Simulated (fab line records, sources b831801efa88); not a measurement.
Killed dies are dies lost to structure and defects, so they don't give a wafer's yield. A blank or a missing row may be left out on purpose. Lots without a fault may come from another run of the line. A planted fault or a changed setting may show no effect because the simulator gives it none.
Which tool did it? | flow sky130 | 15 lots, 45 wafers sampled, at 5 steps of a route of 708

WHAT THE GAUGES READ, wafer by wafer
SKY_NWELL_OVL_MEAS_23. Usual: NWELL_01_OVL 0.0 nm, standard deviation 1.4.
lot  | measured     | on         | NWELL_01_OVL (nm) | flag
L166 | day 5 04:28  | overlay-01 | 0.8 0.2 -0.1      |
L167 | day 5 11:55  | overlay-02 | 0.1 0.9 -1.0      |
L168 | day 5 18:23  | overlay-01 | -2.6 0.0 -0.7     |
L169 | day 5 23:13  | overlay-01 | -1.1 -2.0 0.6     |
L170 | day 6 08:02  | overlay-01 | 0.9 1.6 -0.2      |
L171 | day 6 08:58  | overlay-02 | 0.3 0.7 -0.7      |
L172 | day 6 15:43  | overlay-01 | 1.8 1.6 2.0       |
L173 | day 6 19:55  | overlay-02 | -1.8 -3.1 -0.8    |
L174 | day 7 03:55  | overlay-02 | 0.6 -0.9 -0.8     |
L176 | day 8 02:16  | overlay-01 | -1.0 0.2 -0.5     |
L177 | day 8 04:11  | overlay-01 | 1.2 2.1 0.6       |
L178 | day 8 07:01  | overlay-02 | 5.1 3.2 3.1       |
L179 | day 8 11:52  | overlay-01 | -0.4 -1.8 0.8     |
L184 | day 9 18:16  | overlay-02 | -0.1 0.0 -0.7     |
L189 | day 11 02:25 | overlay-01 | -0.6 0.9 1.4      |

SKY_VT_ADJUST_LVTN_OVL_MEAS_07. Usual: VT_ADJUST_LVTN_OVL 0.5 nm, standard deviation 1.3.
lot  | measured     | on         | VT_ADJUST_LVTN_OVL (nm) | flag
L166 | day 6 17:19  | overlay-01 | 1.5 1.2 1.4             |
L167 | day 7 00:49  | overlay-02 | -0.2 0.4 0.1            |
L168 | day 7 08:13  | overlay-02 | 0.0 0.8 0.5             |
L169 | day 7 13:47  | overlay-01 | 1.8 0.4 1.5             |
L170 | day 7 22:54  | overlay-02 | -0.1 1.0 0.5            |
L171 | day 7 23:52  | overlay-02 | 1.1 -1.3 1.1            |
L172 | day 8 07:38  | overlay-02 | -0.6 0.4 0.4            |
L173 | day 8 12:13  | overlay-02 | 2.5 1.8 1.2             |
L174 | day 8 21:19  | overlay-02 | 1.4 0.6 0.6             |
L176 | day 9 20:25  | overlay-02 | -2.9 -2.2 -0.6          |
L177 | day 9 23:04  | overlay-01 | -0.2 2.5 1.2            |
L178 | day 10 01:46 | overlay-02 | 0.3 0.9 -0.4            |
L179 | day 10 07:02 | overlay-01 | 0.4 1.0 2.0             |
L184 | day 11 14:34 | overlay-02 | 1.1 -0.2 0.1            |
L189 | day 13 03:22 | overlay-02 | 0.2 0.1 -0.6            |

SKY_VT_ADJUST_LVTN_OVL_MEAS_18. Usual: VT_ADJUST_LVTN_01_OVL 1.0 nm, standard deviation 1.2.
lot  | measured     | on         | VT_ADJUST_LVTN_01_OVL (nm) | flag
L166 | day 7 12:16  | overlay-01 | 1.2 1.3 1.5                |
L167 | day 7 19:41  | overlay-02 | -0.5 -0.4 -2.0             |
L168 | day 8 04:46  | overlay-01 | 0.8 1.5 0.7                |
L169 | day 8 11:41  | overlay-01 | 0.9 0.5 0.7                |
L170 | day 8 19:18  | overlay-01 | -0.1 1.8 1.0               |
L171 | day 8 20:40  | overlay-01 | 2.1 0.9 1.1                |
L172 | day 9 04:25  | overlay-02 | 0.8 0.8 2.1                |
L173 | day 9 08:55  | overlay-02 | 0.2 0.8 -1.4               |
L174 | day 9 18:52  | overlay-02 | -0.8 -0.4 2.9              |
L176 | day 10 18:11 | overlay-02 | 1.2 2.1 -1.6               |
L177 | day 10 21:13 | overlay-01 | 1.2 1.5 2.2                |
L178 | day 10 23:22 | overlay-01 | 1.0 0.3 0.6                |
L179 | day 11 04:31 | overlay-02 | 1.2 2.6 1.1                |
L184 | day 12 14:07 | overlay-02 | 0.2 0.7 -0.6               |
L189 | day 14 03:41 | overlay-02 | 3.2 2.2 3.3                |

SKY_VT_ADJUST_NCORE_OVL_MEAS_08. Usual: VT_ADJUST_NCORE_OVL 0.5 nm, standard deviation 1.2.
lot  | measured     | on         | VT_ADJUST_NCORE_OVL (nm)                  | flag
L166 | day 8 08:47  | overlay-01 | 1.5 1.2 0.6                               |
L167 | day 8 16:14  | overlay-01 | 1.6 0.3 -0.3                              |
L168 | day 9 01:26  | overlay-02 | -1.5 0.4 -0.1                             |
L169 | day 9 08:53  | overlay-01 | 1.9 3.0 1.5                               |
L170 | day 9 16:25  | overlay-02 | 0.2 0.0 -0.1                              |
L171 | day 9 18:39  | overlay-02 | 3.7 1.2 0.4                               |
L172 | day 10 01:13 | overlay-01 | -1.3 -0.6 0.0                             |
L173 | day 10 07:05 | overlay-02 | -0.4 0.9 1.3                              |
L174 | day 10 16:09 | overlay-02 | -1.5 -0.5 -1.3                            |
L176 | day 11 17:35 | overlay-02 | -120.5 -122.2 -121.0 -120.9 -122.6 -120.7 | OFF
L177 | day 11 20:55 | overlay-02 | -122.9 -122.4 -122.6 -123.1 -122.6 -123.8 | OFF
L178 | day 11 23:10 | overlay-01 | -122.1 -121.5 -121.7 -122.0 -121.5 -121.9 | OFF
L179 | day 12 04:53 | overlay-02 | -120.8 -121.0 -120.7 -120.5 -121.1 -120.9 | OFF
L184 | day 13 14:39 | overlay-02 | 1.2 0.5 -1.2                              |
L189 | day 15 06:33 | overlay-02 | -1.2 1.7 1.0                              |

WHICH TOOL RAN EACH LOT (tool, then ch and the chambers of the sampled wafers, then the start)
lot  | SKY_VT_ADJUST_NCORE_EXPOSE_04
L166 | iline_stepper-02 ch 0, day 7 22:34
L167 | iline_stepper-02 ch 0, day 8 06:17
L168 | iline_stepper-02 ch 0, day 8 15:22
L169 | iline_stepper-02 ch 0, day 8 21:43
L170 | iline_stepper-02 ch 0, day 9 05:50
L171 | iline_stepper-01 ch 0, day 9 07:22
L172 | iline_stepper-02 ch 0, day 9 15:34
L173 | iline_stepper-01 ch 0, day 9 20:10
L174 | iline_stepper-02 ch 0, day 10 05:26
L176 | iline_stepper-01 ch 0, day 11 05:28
L177 | iline_stepper-01 ch 0, day 11 09:11
L178 | iline_stepper-01 ch 0, day 11 11:02
L179 | iline_stepper-01 ch 0, day 11 16:52
L184 | iline_stepper-02 ch 0, day 13 02:57
L189 | iline_stepper-02 ch 0, day 14 17:20
- SKY_VT_ADJUST_NCORE_EXPOSE_04: exposes mask LVTN COMPLEMENT THIN, target cd 380 nm.

WHAT THE TOOLS THEMSELVES READ (means of the sampled wafers that have a number; where no wafer has one, the mark that the record gives instead)
The record holds no such reading with a usual standard deviation.

THE ANSWER, worked out from the rows above alone
Rule: a lot is off if the mean of its wafers that have a number lies more than 3 standard deviations from the usual mean. A lot without any number at a reading at which 4 lots or more have one is off too. The other lots that the step has rows for count as sound. The gauges are gone through in route order, then the tools' own readings, and for those a lot's mean is taken as printed above. The first step at which some lot is off is used, and at that step the reading that is off furthest; a lot without a number counts as furthest.
Off: L176, L177, L178, L179, at SKY_VT_ADJUST_NCORE_OVL_MEAS_08 (VT_ADJUST_NCORE_OVL).
A tool fits if, at a process step before that reading, it ran every lot that is off, and no sound lot after the first of them. The gauges at SKY_VT_ADJUST_NCORE_OVL_MEAS_08 are tried like those tools. One fits: iline_stepper-01 at SKY_VT_ADJUST_NCORE_EXPOSE_04. Its last sound lot is L173 (day 9 20:10), its first lot that is off L176 (day 11 05:28): a fault that began between those two fits.

WHAT THE SIMULATOR HAD PUT IN
Scanner matching overlay: iline_stepper-01, from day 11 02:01 on, at SKY_VT_ADJUST_NCORE_EXPOSE_04. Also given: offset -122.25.
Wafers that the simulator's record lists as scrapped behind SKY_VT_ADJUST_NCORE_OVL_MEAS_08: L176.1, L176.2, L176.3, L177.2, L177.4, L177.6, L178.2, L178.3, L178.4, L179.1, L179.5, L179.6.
Lots struck among those shown: L176, L177, L178, L179. The rule above found the same.
